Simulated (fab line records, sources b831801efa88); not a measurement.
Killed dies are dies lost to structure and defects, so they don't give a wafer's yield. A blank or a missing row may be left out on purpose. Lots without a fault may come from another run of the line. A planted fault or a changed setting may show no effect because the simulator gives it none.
A struck lot beside a sound one | flow gf180mcu | 17 steps out of a route of 602
Sound: wafers L644.2, L644.3, L644.4. Struck: wafer L636.6. (L636.1 of the same lot was not struck and is left out.) The cause comes at the end.
At each step with rows: each side's tool, then ch and its chambers, then its first start. Under that, the readings that differ: sound wafers | struck wafers | difference of the means | sigmas: that difference in standard deviations of wafers without a fault.
alike: readings whose means differ by less than 2 such deviations, and words and numbers that are the same on both sides. not compared: withheld readings, readings that some wafer has no value for, bounds like >300 that may hide the same value, and numbers for which the record gives no deviation and whose values overlap.
The two part at a step that has a row with sigmas, a row that says differs or no value, or rows on one side only. Numbers that don't overlap but have no deviation are shown without sigmas and don't part them. A reading that every wafer of one side lacks parts them only if that side has two wafers or more.

first, 3 steps without rows for these wafers: GF_V3_EXPOSE_11 (exposes mask Via3, target cd 260 nm); GF_V3_PEB_12 (peb time 90 s); GF_V3_DEVELOP_13 (develop time 60 s).
GF_V3_CD_MEAS_14: target cd 260 nm.
  sound on cd_sem-01, day 28 07:31; struck on cd_sem-01, day 25 20:09
  alike: cd_nm
GF_V3_OVL_MEAS_15:
  sound on overlay-01, day 28 07:37; struck on overlay-02, day 25 20:16
  alike: V3_OVL
then, 1 step without rows for these wafers: GF_V3_ETCH_16 (etches BARC in N2/H2).
GF_V3_ETCH_17: etches SiO2 in C4F8/O2/Ar, stops on TiN, target depth 635 nm.
  sound on rie_diel-03 ch 0,2,3; struck on rie_diel-02 ch 0
  alike: oes_product_au
GF_V3_STRIP_18: strips in O2/N2.
  sound on plasma_asher-03 ch 0,1, day 28 07:47; struck on plasma_asher-04 ch 0, day 25 20:26
  alike: drypump_motor_current_A, heater_power_w, oes_product_au
  not compared: rf_hours_counter_h
then, 2 steps without rows for these wafers: GF_V3_STRIP_19 (strips in post etch residue remover, time 1200 s); GF_V3_CLEAN_20 (cleans in DIW).
GF_V3_SPUTTER_21: material Ti, target thk 15 nm, time 80.02 s.
  sound on pvd_sputter-02, day 28 08:20; struck on pvd_sputter-02, day 25 20:58
  alike: chamber_pressure_pa, throttle_valve_pct
GF_V3_SPUTTER_22: material TiN, target thk 10 nm, time 40 s.
  sound on pvd_sputter-02, day 28 08:24; struck on pvd_sputter-02, day 25 21:02
  alike: chamber_pressure_pa, throttle_valve_pct
GF_V3_CVD_23: deposits W, target thk 350 nm, time 104.9 s.
  sound on cvd_w-02 ch 0,1, day 28 08:26; struck on cvd_w-02 ch 1, day 25 21:04
  reading                          | sound             | struck | difference | sigmas
  model.W_of_V3_CVD_23.thk_nm (nm) | 358.1 348.5 353.6 | 370.2  | +16.8      |
  alike: heater_power_w
GF_V3_RS_MEAS_24: measures by four-point-probe.
  sound on film_metro-03, day 28 08:34; struck on film_metro-02, day 25 21:11
  reading          | sound             | struck | difference | sigmas
  V3_W_RS (ohm/sq) | 0.320 0.328 0.324 | 0.309  | -0.015     | -4
GF_V3_THK_MEAS_25: measures by xrf.
  sound on film_metro-03, day 28 08:41; struck on film_metro-02, day 25 21:18
  alike: V3_W_THK
GF_V3_CMP_26: polishes, stops on SiO2, t overpolish 15 s, target thk 0 nm.
  sound on cmp-02 ch 0,1,3, day 28 08:44; struck on cmp-01 ch 1, day 25 21:31
  reading             | sound          | struck | difference | sigmas
  motor_current_A (A) | 12.4 11.7 10.9 | 8.8    | -2.9       | -3
-- the record jumps here: 6 days lie between the struck wafers' starts before and after (it left off in module V3 and takes up again in module PASSIVATION, whose first step shown is number 602 of the route) --
GF_PASSIVATION_PROBE_99:
  the record has rows for the struck wafers here (prober-01, day 31 21:08) and none for the sound ones

WHERE THEY PART
First at GF_V3_RS_MEAS_24; last, within this record, at GF_PASSIVATION_PROBE_99.

WHY: what the simulator had put in
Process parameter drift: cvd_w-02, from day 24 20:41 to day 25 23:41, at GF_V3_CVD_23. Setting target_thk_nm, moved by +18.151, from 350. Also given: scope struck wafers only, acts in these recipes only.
